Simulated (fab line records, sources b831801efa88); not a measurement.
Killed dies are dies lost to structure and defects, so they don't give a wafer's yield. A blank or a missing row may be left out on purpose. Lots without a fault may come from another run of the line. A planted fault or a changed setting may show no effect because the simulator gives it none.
One fault seen from 2 desks | flow sky130 | each desk has only its own numbers; what lay behind them comes last

THE TOOL OWNER'S DESK: cvd_w-01
The tool's own readings at SKY_CONTACT_CVD_24 (deposits W, target thk 340 nm, time 102.12 s): means of the sampled wafers that have a number, for each lot that ran on this tool. A lot is out of limits, marked OUT, if its mean lies more than 4 standard deviations from the usual mean; the brackets give that distance.
Columns: A = heater_power_w at SKY_CONTACT_CVD_24, usual 804 W
lot  | first seen here | A
L509 | day 31 16:23    | 767
L522 | day 35 18:02    | 798
L523 | day 36 04:55    | 839
L531 | day 38 11:22    | 807
L532 | day 38 14:40    | 801
This desk's finding: nothing out of limits on any of the 5 lots.

THE METROLOGY DESK
What the gauges read, lot by lot, whatever tool the lot ran on: means of the sampled wafers that have a number. A lot is out of limits, marked OUT, if its mean lies more than 4 standard deviations from the usual mean; the brackets give that distance.
Columns: A = LOCAL_INTERCONNECT_OVL at SKY_LOCAL_INTERCONNECT_OVL_MEAS_12, usual -4 nm; B = CONTACT_HDPCVD_THK at SKY_CONTACT_THK_MEAS_03, usual 567 nm; C = CONTACT_W_RS at SKY_CONTACT_RS_MEAS_25, usual 0.339 ohm/sq; D = CONTACT_W_THK at SKY_CONTACT_THK_MEAS_26, usual 343 nm; E = METAL1_ALCU_THK at SKY_METAL1_THK_MEAS_06, usual 249.8 nm
lot  | first seen here | A   | B   | C               | D   | E
L509 | day 30 11:09    | -4  | 557 | 0.337           | 346 | 248.3
L510 | day 30 19:01    | 0   | 558 | 0.344           | 339 | 247.0
L512 | day 31 16:06    | -1  | 572 | 0.339           | 339 | 247.9
L516 | day 32 12:03    | -8  | 569 | 0.341           | 344 | 250.3
L515 | day 32 14:52    | -8  | 572 | 0.340           | 346 | 248.2
L517 | day 32 23:43    | -14 | 569 | 0.346           | 333 | 246.7
L522 | day 34 14:01    | -2  | 563 | 0.204 (-35) OUT | -   | 247.4
L523 | day 35 00:15    | -4  | 577 | 0.202 (-35) OUT | -   | 254.4
L529 | day 36 19:52    | -4  | 572 | 0.345           | 336 | 249.4
L530 | day 37 04:33    | -0  | 560 | 0.342           | 340 | 249.1
L531 | day 37 07:04    | -10 | 572 | 0.338           | 342 | 255.8
L532 | day 37 10:45    | -13 | 570 | 0.338           | 342 | 248.8
This desk's finding: out of limits on L522, L523; first on L522, day 35 18:08 (CONTACT_W_RS at SKY_CONTACT_RS_MEAS_25). In limits: L509, L510, L512, L516, L515, L517, L529, L530, L531, L532.

PUT TOGETHER
The metrology desk could have raised an alarm at day 35 18:08, on L522, L523.
The tool owner's desk saw nothing out of limits.
The tool owner's desk has L522, L523 on record, within its limits.
Of the lots named, all ran SKY_CONTACT_CVD_24 on cvd_w-01.

WHAT THE SIMULATOR HAD PUT IN
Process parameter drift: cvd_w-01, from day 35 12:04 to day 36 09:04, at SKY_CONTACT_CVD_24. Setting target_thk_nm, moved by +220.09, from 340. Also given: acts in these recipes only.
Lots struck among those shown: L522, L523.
Hours from the fault's start to each desk's first reading out of limits: the metrology desk, 6.
